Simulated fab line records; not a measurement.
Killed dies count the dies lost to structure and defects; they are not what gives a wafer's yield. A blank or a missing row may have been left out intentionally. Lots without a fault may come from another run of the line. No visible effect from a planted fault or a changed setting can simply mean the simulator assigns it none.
The tool behind it: which one? + flow sky130 + 13 lots with 38 wafers sampled at 2 steps, on a route of 708 steps

WHAT THE GAUGES SHOWED, per wafer
SKY_METAL2_OVL_MEAS_16. Usual: for METAL2_OVL the level is -1 nm and the standard deviation is 5.3.
| lot  | measured     | on         | METAL2_OVL (nm) | flag |
|------|--------------|------------|-----------------|------|
| L615 | day 35 00:46 | overlay-01 | -8 -1 -4        |      |
| L616 | day 35 09:10 | overlay-01 | -10 -10 -4      |      |
| L617 | day 35 21:20 | overlay-01 | 1 2 4           |      |
| L620 | day 36 15:13 | overlay-01 | -1 8 1          |      |
| L624 | day 37 19:32 | overlay-02 | -2 -2           |      |
| L629 | day 39 09:59 | overlay-01 | -3 -10 3        |      |
| L630 | day 39 15:46 | overlay-01 | -6 -7 2         |      |
| L633 | day 40 14:08 | overlay-02 | 2 2 1           |      |
| L634 | day 41 01:08 | overlay-01 | 1 0 -5          |      |
| L635 | day 41 02:22 | overlay-01 | 1 -4 1          |      |
| L636 | day 41 03:26 | overlay-02 | -8 -2 -5        |      |
| L637 | day 41 10:37 | overlay-01 | -2 -13 -3       |      |
| L638 | day 41 15:49 | overlay-01 | 1 6 1           |      |

WHICH TOOL RAN EACH LOT (tool, then ch and the chambers of the sampled wafers, then the start)
| lot  | SKY_METAL2_SPUTTER_04       |
|------|-----------------------------|
| L615 | pvdSputter-02, day 33 23:07 |
| L616 | pvdSputter-01, day 34 07:17 |
| L617 | pvdSputter-02, day 34 19:28 |
| L620 | pvdSputter-04, day 35 12:44 |
| L624 | pvdSputter-01, day 36 17:31 |
| L629 | pvdSputter-04, day 38 09:23 |
| L630 | pvdSputter-04, day 38 14:59 |
| L633 | pvdSputter-04, day 39 13:40 |
| L634 | pvdSputter-02, day 40 00:12 |
| L635 | pvdSputter-04, day 40 01:42 |
| L636 | pvdSputter-01, day 40 03:19 |
| L637 | pvdSputter-04, day 40 10:55 |
| L638 | pvdSputter-01, day 40 16:54 |
- SKY_METAL2_SPUTTER_04: material TiN, target thk 70 nm, time 58.3 s.

WHAT THE TOOLS THEMSELVES READ (means of the sampled wafers that have a number; where no wafer has one, the mark that the record gives instead)
SKY_METAL2_SPUTTER_04. Usual: 29.9 % for throttleValvePct, sd 1.1.
| lot  | tool          | throttleValvePct (%) | flag |
|------|---------------|----------------------|------|
| L615 | pvdSputter-02 | 30.0                 |      |
| L616 | pvdSputter-01 | 29.4                 |      |
| L617 | pvdSputter-02 | 30.3                 |      |
| L620 | pvdSputter-04 | 30.9                 |      |
| L624 | pvdSputter-01 | 29.4                 |      |
| L629 | pvdSputter-04 | 29.0                 |      |
| L630 | pvdSputter-04 | 29.8                 |      |
| L633 | pvdSputter-04 | 28.6                 |      |
| L634 | pvdSputter-02 | 30.1                 |      |
| L635 | pvdSputter-04 | 30.8                 |      |
| L636 | pvdSputter-01 | 29.6                 |      |
| L637 | pvdSputter-04 | 29.0                 |      |
| L638 | pvdSputter-01 | 29.6                 |      |

THE ANSWER, worked out from the rows above alone
Rule: lot off if the mean of its wafers having a number is beyond 3 standard deviations from the usual mean. A lot without any number at a reading at which 4 lots or more have one is off too. Where the step has rows for the other lots, those lots are counted as sound. Order of review: gauges by route order, followed by the tools' own readings, for which a lot's mean as printed above is used. At the first step where some lot is off, the reading lying furthest off is the one used; lots without a number count as furthest.
Across all readings shown, no lot is off: no conclusion can be drawn from this.

WHAT THE SIMULATOR HAD INSERTED
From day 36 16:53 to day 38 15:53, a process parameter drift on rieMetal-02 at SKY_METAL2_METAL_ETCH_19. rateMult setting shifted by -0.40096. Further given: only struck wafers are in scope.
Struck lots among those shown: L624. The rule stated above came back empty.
